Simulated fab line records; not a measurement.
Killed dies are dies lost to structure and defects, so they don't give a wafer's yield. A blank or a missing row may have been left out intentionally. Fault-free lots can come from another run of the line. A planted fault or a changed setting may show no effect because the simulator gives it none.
fab line records | flow gf180mcu
record: lots: 7 wafers: 21 last_day: 33
route steps=602 shown V5@545
lots that met no fault: from a run of the same line without faults
start_h: hours from the record's first day to the start of the lot's first wafer shown | wait_h: time in hours since the lot's previous step | " as in the row above | L1.1+2: several wafers, shown together as one row | - no value present, or no start provided | * or withheld: withheld | < > ~ a bound
route shown NAME@n: NAME is a module with steps in the file, n the number in the route of the first one | usual: average and standard deviation across the fault-free wafers | same: alike in all rows | chamber/n: place in a boat | sites: the reading at each site | _std_site: their standard deviation | _edge_site: mean of outer sites minus mean of inner sites | radius_mm: how far each site lies from the wafer's centre | mask NAME#n: copy n | behind: the most recent tool/chamber to have shaped the wafer | hold: what put the lot on hold/how long, in hours/how the hold closed | device: names the non-switching transistor (n, p or np) | end of line: the same wafers' tests at the end of the route | a step without rows: its recipe alone | killed: count of dies lost to structure and defects at first sort (not the wafer's yield) | map: per-die view of a wafer (x killed, . not killed, _ where there is no die)
set.NAME: the setting that was run; set.NAME@STEP: the one run at that earlier step | model.NAME: the simulator's own value behind a step, which no gauge read
certain route steps with their lots: each step a table, each wafer a row
services: a tool's chamber out of use, with start hour (start_h, from the record's first day; less than 0 if before it), hours out, and reason
== steps ==
step: GF_V5_BOW_MEAS_05
recipe: mode: bow
usual: V5_BOW: 132/10
columns lot.wafer tool chamber start_h wait_h V5_BOW[um]
L354.1 film_metro-03 - 615.49 0.2 127
L354.3 " - " " 132
L354.5 " - " " 122
L359.4 film_metro-01 - 658.72 0.2 131
L359.5 " - " " 128
L359.6 " - " " 125
L361.1 film_metro-02 - 669.64 0.2 137
L361.2 " - " " 143
L361.3 " - " " 115
L362.1 film_metro-01 - 683.35 0.2 140
L362.4 " - " " 136
L362.5 " - " " 153
L363.1 film_metro-02 - 689.15 0.1 123
L363.4 " - " " 125
L363.5 " - " " 130
L367.1 film_metro-02 - 712.40 0.1 128
L367.3 " - " " 126
L367.5 " - " " 119
L374.1 film_metro-03 - 750.14 0.1 134
L374.3 " - " " 129
L374.4 " - " " 133
step: GF_V5_DEHYDRATE_06
recipe: temp_c: 200 time_s: 60
step: GF_V5_HMDS_07
recipe: prime_time_s: 60 prime_temp_c: 120
step: GF_V5_COAT_08
recipe: resist: BARC temp_c: withheld time_s: withheld spin_rpm: withheld resist_thk_nm: withheld
step: GF_V5_COAT_09
recipe: resist: KrF spin_rpm: withheld resist_thk_nm: 1000
step: GF_V5_SOFTBAKE_10
recipe: temp_c: 130 time_s: 60 resist: KrF
step: GF_V5_EXPOSE_11
recipe: mask_id: Via5 target_cd_nm: 260 na: 0.68 source_shape: conventional sigma_outer: 0.6 dose_mj: 38
step: GF_V5_PEB_12
recipe: peb_temp_c: 135 peb_time_s: 90 resist: KrF
step: GF_V5_DEVELOP_13
recipe: develop_time_s: 60 resist: KrF dev_temp_c: 21
step: GF_V5_CD_MEAS_14
recipe: target_cd_nm: 260
usual: cd_nm: 260.4/1.1
columns lot.wafer tool chamber start_h wait_h cd_nm
L354.1 cd_sem-02 - 635.53 0.1 258.7
L354.3 " - " " 258.5
L354.5 " - " " 259.0
L359.4 cd_sem-02 - 678.29 0.1 259.4
L359.5 " - " " 259.6
L359.6 " - " " 260.4
L361.1 cd_sem-02 - 688.08 0.1 261.2
L361.2 " - " " 261.0
L361.3 " - " " 262.5
L362.1 cd_sem-02 - 702.23 0.1 260.0
L362.4 " - " " 259.7
L362.5 " - " " 259.6
L363.1 cd_sem-02 - 708.08 0.1 261.1
L363.4 " - " " 261.5
L363.5 " - " " 259.9
L367.1 cd_sem-02 - 730.03 0.1 262.2
L367.3 " - " " 261.5
L367.5 " - " " 261.8
L374.1 cd_sem-01 - 766.58 0.1 259.7
L374.3 " - " " 260.3
L374.4 " - " " 260.5
step: GF_V5_OVL_MEAS_15
usual: V5_OVL: 2/5.7
columns lot.wafer tool chamber start_h wait_h V5_OVL[nm]
L354.1 overlay-02 - 635.65 0.1 2
L354.3 " - " " -2
L354.5 " - " " 4
L359.4 overlay-02 - 678.37 0.1 1
L359.5 " - " " 4
L359.6 " - " " 5
L361.1 overlay-01 - 688.20 0.1 4
L361.2 " - " " 17
L361.3 " - " " -6
L362.1 overlay-01 - 702.35 0.1 -7
L362.4 " - " " 0
L362.5 " - " " 3
L363.1 overlay-01 - 708.20 0.1 2
L363.4 " - " " 6
L363.5 " - " " 1
L367.1 overlay-01 - 730.15 0.1 9
L367.3 " - " " -4
L367.5 " - " " 1
L374.1 overlay-02 - 766.70 0.1 4
L374.3 " - " " 6
L374.4 " - " " 11
step: GF_V5_ETCH_16
recipe: chemistry: N2/H2 target_depth_a: withheld overetch_a: withheld time_s: withheld target: BARC ion_energy_ev: 200 source_w: 500 bias_w: 100 pressure_mtorr: 30 n2_flow_sccm: 100 h2_flow_sccm: 200
usual: bias_w: 99.94/0.27 chamber_pressure_mTorr: 29.998/0.026 drypump_motor_current_A: 5.8/0.39 h2_flow_sccm: 199.9/0.66 oes_product_au: 0.855/0.0041 throttle_valve_pct: 13.225/0.0092
columns lot.wafer tool chamber start_h wait_h bias_w chamber_pressure_mTorr drypump_motor_current_A h2_flow_sccm oes_product_au throttle_valve_pct
L354.1 rie_diel-04 1 635.68 0.0 100.20 29.972 6.4 199.4 0.858 13.224
L354.3 " 2 " " 99.87 29.968 5.7 199.1 0.847 13.212
L354.5 " 1 " " 100.34 29.982 6.4 199.9 0.852 13.220
L359.4 rie_diel-03 1 678.39 0.0 100.20 30.052 5.7 199.9 0.853 13.217
L359.5 " 1 " " 99.61 29.979 5.7 199.7 0.856 13.219
L359.6 " 0 " " 100.05 30.029 5.6 199.6 0.864 13.224
L361.1 rie_diel-03 3 688.23 0.0 100.12 30.029 6.1 200.5 0.853 13.234
L361.2 " 0 " " 99.91 29.967 5.7 198.9 0.859 13.224
L361.3 " 2 " " 100.44 30.023 5.9 200.1 0.863 13.219
L362.1 rie_diel-03 2 702.39 0.0 99.45 30.012 5.8 198.8 0.846 13.235
L362.4 " 2 " " 99.63 29.992 5.8 199.5 0.861 13.221
L362.5 " 0 " " 99.48 29.980 5.6 199.5 0.858 13.220
L363.1 rie_diel-04 3 708.23 0.0 99.79 29.993 5.2 200.1 0.861 13.231
L363.4 " 2 " " 99.96 30.041 5.7 200.8 0.861 13.222
L363.5 " 2 " " 99.98 29.993 5.7 201.0 0.851 13.219
L367.1 rie_diel-04 3 730.18 0.0 99.74 30.029 5.2 200.4 0.855 13.224
L367.3 " 2 " " 99.69 30.021 5.7 199.8 0.863 13.225
L367.5 " 0 " " 99.93 30.025 6.3 199.7 0.854 13.230
L374.1 rie_diel-04 2 766.73 0.0 99.95 29.992 5.7 200.4 0.847 13.237
L374.3 " 0 " " 99.82 30.031 6.3 199.7 0.858 13.222
L374.4 " 3 " " 99.88 29.988 5.2 201.5 0.855 13.223
step: GF_V5_ETCH_17
recipe: chemistry: C4F8/O2/Ar mask_material: KrF target: SiO2 stop_on: TiN source_w: 1500 bias_w: 1200 pressure_mtorr: 40 c4f8_flow_sccm: withheld O2_flow_sccm: 6 Ar_flow_sccm: 300 time_s: withheld target_depth_a: 8550
usual: bias_w: 1200/3.9 chamber_pressure_mTorr: 40.00/0.033 oes_product_au: 0.851/0.0043
columns lot.wafer tool chamber start_h wait_h bias_w chamber_pressure_mTorr oes_product_au
L354.1 rie_diel-04 1 635 - 1199 40.01 0.852
L354.3 " 2 " " 1201 40.01 0.855
L354.5 " 1 " " 1197 39.97 0.856
L359.4 rie_diel-03 1 678 - 1203 39.98 0.851
L359.5 " 1 " " 1198 40.04 0.850
L359.6 " 0 " " 1204 39.99 0.842
L361.1 rie_diel-03 3 688 - - - -
L361.2 " 0 " " - - -
L361.3 " 2 " " - - -
L362.1 rie_diel-03 2 702 - - - -
L362.4 " 2 " " - - -
L362.5 " 0 " " - - -
L363.1 rie_diel-04 3 708 - - - -
L363.4 " 2 " " - - -
L363.5 " 2 " " - - -
L367.1 rie_diel-04 3 730 - 1198 40.02 0.852
L367.3 " 2 " " 1205 40.00 0.850
L367.5 " 0 " " 1204 39.95 0.849
L374.1 rie_diel-04 2 766 - 1199 40.04 0.847
L374.3 " 0 " " 1208 39.97 0.849
L374.4 " 3 " " 1200 39.97 0.848
step: GF_V5_STRIP_18
recipe: chemistry: O2/N2 power_w: 1400 pressure_mtorr: 1500 platen_temp_c: 250 o2_flow_sccm: 3000 n2_flow_sccm: 300 overash_fraction: 0.5
usual: drypump_motor_current_A: 6.0/0.37 heater_power_w: 324/23 oes_product_au: 0.570/0.0051
columns lot.wafer tool chamber start_h wait_h drypump_motor_current_A heater_power_w oes_product_au rf_hours_counter_h
L354.1 plasma_asher-04 0 635.84 - 6.2 340 0.573 89
L354.3 " 0 " " 6.3 347 0.567 -
L354.5 " 1 " " 6.0 342 0.573 -
L359.4 plasma_asher-02 1 678.58 - 6.6 360 0.568 -
L359.5 " 1 " " 6.6 365 0.575 -
L359.6 " 0 " " 5.5 316 0.574 -
L361.1 plasma_asher-04 0 688.39 - 6.3 357 0.664 94
L361.2 " 1 " " 5.9 337 0.678 94
L361.3 " 0 " " 6.3 351 0.671 -
L362.1 plasma_asher-03 0 702.54 - 5.7 322 0.670 62
L362.4 " 1 " " 6.0 300 0.668 -
L362.5 " 0 " " 5.8 316 0.675 -
L363.1 plasma_asher-02 1 708.39 - 6.6 359 0.668 97
L363.4 " 0 " " 5.4 309 0.671 -
L363.5 " 1 " " 6.6 354 0.672 -
L367.1 plasma_asher-03 0 730.34 - 5.7 305 0.575 64
L367.3 " 1 " " 6.0 311 0.574 -
L367.5 " 0 " " 5.7 309 0.568 -
L374.1 plasma_asher-02 1 766.89 - 6.6 368 0.559 104
L374.3 " 1 " " 6.6 354 0.568 -
L374.4 " 0 " " 5.5 310 0.570 -
step: GF_V5_STRIP_19
recipe: chemistry: post_etch_residue_remover time_s: 1200 temp_c: 72.5
== services ==
columns tool chamber start_h hours kind
plasma_asher-04 - 614.19 14.6 pm
plasma_asher-02 - 634.29 4.3 pm
rie_diel-03 - 655.83 1.2 repair
rie_diel-03 0 659.62 5.5 repair
plasma_asher-02 - 680.62 3.0 repair
rie_diel-03 1 701.16 11.3 repair
rie_diel-03 0 712.46 - clean
rie_diel-03 0 712.46 19.2 scheduled_down
rie_diel-03 0 712.46 19.2 vent_cycle
plasma_asher-02 - 736.15 2.8 pm
rie_diel-04 0 744.73 - clean
rie_diel-04 0 744.73 9.8 scheduled_down
rie_diel-04 0 744.73 9.8 vent_cycle
== key ==
first_sign: step: GF_V5_ETCH_17 reading: tool_record direction: missing
effect: step: GF_V5_STRIP_18 reading: oes_product_au direction: up sigmas: 20 usual: 0.570 struck: 0.671
met_at GF_V5_ETCH_17
struck_wafers L361.1,L361.2,L361.3,L362.1,L362.4,L362.5,L363.1,L363.4,L363.5
later_rows_left_out L361.1,L361.2,L361.3,L362.1,L362.4,L362.5,L363.1,L363.4,L363.5
sort_left_out L361.1,L361.2,L361.3,L362.1,L362.4,L362.5,L363.1,L363.4,L363.5
onset_between 678 688
fault: kind: skipped_step_whole tool: rie_diel-03,rie_diel-04 chamber: - onset_h: 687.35 steps: GF_V5_ETCH_17 scope: struck_lots_only
sort_left_out: the simulated sort isn't trusted on such a fault, so these wafers' sort isn't shown, and their yield isn't known
later_rows_left_out: the simulator's readings of these wafers behind a module that went badly wrong aren't trusted and aren't shown, but for the sort
